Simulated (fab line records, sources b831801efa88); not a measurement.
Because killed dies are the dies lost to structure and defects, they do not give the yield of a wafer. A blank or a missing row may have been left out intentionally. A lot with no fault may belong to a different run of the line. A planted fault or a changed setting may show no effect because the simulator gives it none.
Matching of chambers || flow gf180mcu || GF_V5_CMP_26 on cmp-01: 4 sister chambers
The step polishes, stops on SiO2, t overpolish 15 s, target thk 0 nm. 8 wafers are shown with their chamber, then 9 later ones without.

== EACH WAFER AND ITS CHAMBER ==
{"wafer": "L558.3", "chamber": 3, "motor-current-A (A)": 9.5, "head-pressure-psi (psi)": 3.491}
{"wafer": "L559.4", "chamber": 3, "motor-current-A (A)": 9.0, "head-pressure-psi (psi)": 3.480}
{"wafer": "L563.4", "chamber": 0, "motor-current-A (A)": 10.2, "head-pressure-psi (psi)": 3.507}
{"wafer": "L563.5", "chamber": 2, "motor-current-A (A)": 11.2, "head-pressure-psi (psi)": 3.499}
{"wafer": "L563.6", "chamber": 1, "motor-current-A (A)": 10.7, "head-pressure-psi (psi)": 3.492}
{"wafer": "L564.2", "chamber": 0, "motor-current-A (A)": 10.7, "head-pressure-psi (psi)": 3.504}
{"wafer": "L564.3", "chamber": 1, "motor-current-A (A)": 10.8, "head-pressure-psi (psi)": 3.492}
{"wafer": "L564.4", "chamber": 2, "motor-current-A (A)": 11.2, "head-pressure-psi (psi)": 3.484}

== WAFERS MISSING THEIR CHAMBER ==
{"wafer": "L565.1", "motor-current-A (A)": 10.6, "head-pressure-psi (psi)": 3.503}
{"wafer": "L565.4", "motor-current-A (A)": 10.2, "head-pressure-psi (psi)": 3.500}
{"wafer": "L565.6", "motor-current-A (A)": 10.6, "head-pressure-psi (psi)": 3.496}
{"wafer": "L566.1", "motor-current-A (A)": 11.0, "head-pressure-psi (psi)": 3.496}
{"wafer": "L566.3", "motor-current-A (A)": 10.8, "head-pressure-psi (psi)": 3.498}
{"wafer": "L566.6", "motor-current-A (A)": 11.0, "head-pressure-psi (psi)": 3.487}
{"wafer": "L568.2", "motor-current-A (A)": 11.1, "head-pressure-psi (psi)": 3.485}
{"wafer": "L568.3", "motor-current-A (A)": 11.2, "head-pressure-psi (psi)": 3.495}
{"wafer": "L568.6", "motor-current-A (A)": 10.6, "head-pressure-psi (psi)": 3.495}

== WHICH CHAMBER EACH WENT THROUGH ==
{"wafer": "L565.1", "from the rows above": "can't be placed: 0 or 1", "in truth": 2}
{"wafer": "L565.4", "from the rows above": "can't be placed: 0 or 1", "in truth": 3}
{"wafer": "L565.6", "from the rows above": "can't be placed: 1 or 0 or 2", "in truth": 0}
{"wafer": "L566.1", "from the rows above": "can't be placed: 2 or 1 or 0", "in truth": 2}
{"wafer": "L566.3", "from the rows above": "can't be placed: 1 or 0 or 2", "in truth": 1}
{"wafer": "L566.6", "from the rows above": "can't be placed: 2 or 1", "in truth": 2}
{"wafer": "L568.2", "from the rows above": "can't be placed: 2 or 1", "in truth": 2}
{"wafer": "L568.3", "from the rows above": "can't be placed: 2 or 1", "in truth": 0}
{"wafer": "L568.6", "from the rows above": "can't be placed: 1 or 0 or 2", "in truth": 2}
Correct placement for 0 of the 9. From these rows, 9 cannot be placed; in 6 the true chamber is one of the candidates. Placed wrongly: 0.
How it was worked out, from the rows above alone: a wafer's distance from a chamber is the root of the sum, over the readings, of the square of ((its reading less the chamber's mean) divided by the reading's scatter). If the next closest chamber is less than 2 further off than the closest, the wafer can't be placed; otherwise it belongs to the closest. Each chamber's mean is taken over the wafers shown for it. The scatter: take each reading less its chamber's mean, square it, sum over the shown wafers, divide by the number of wafers less the number of chambers, and take the root.
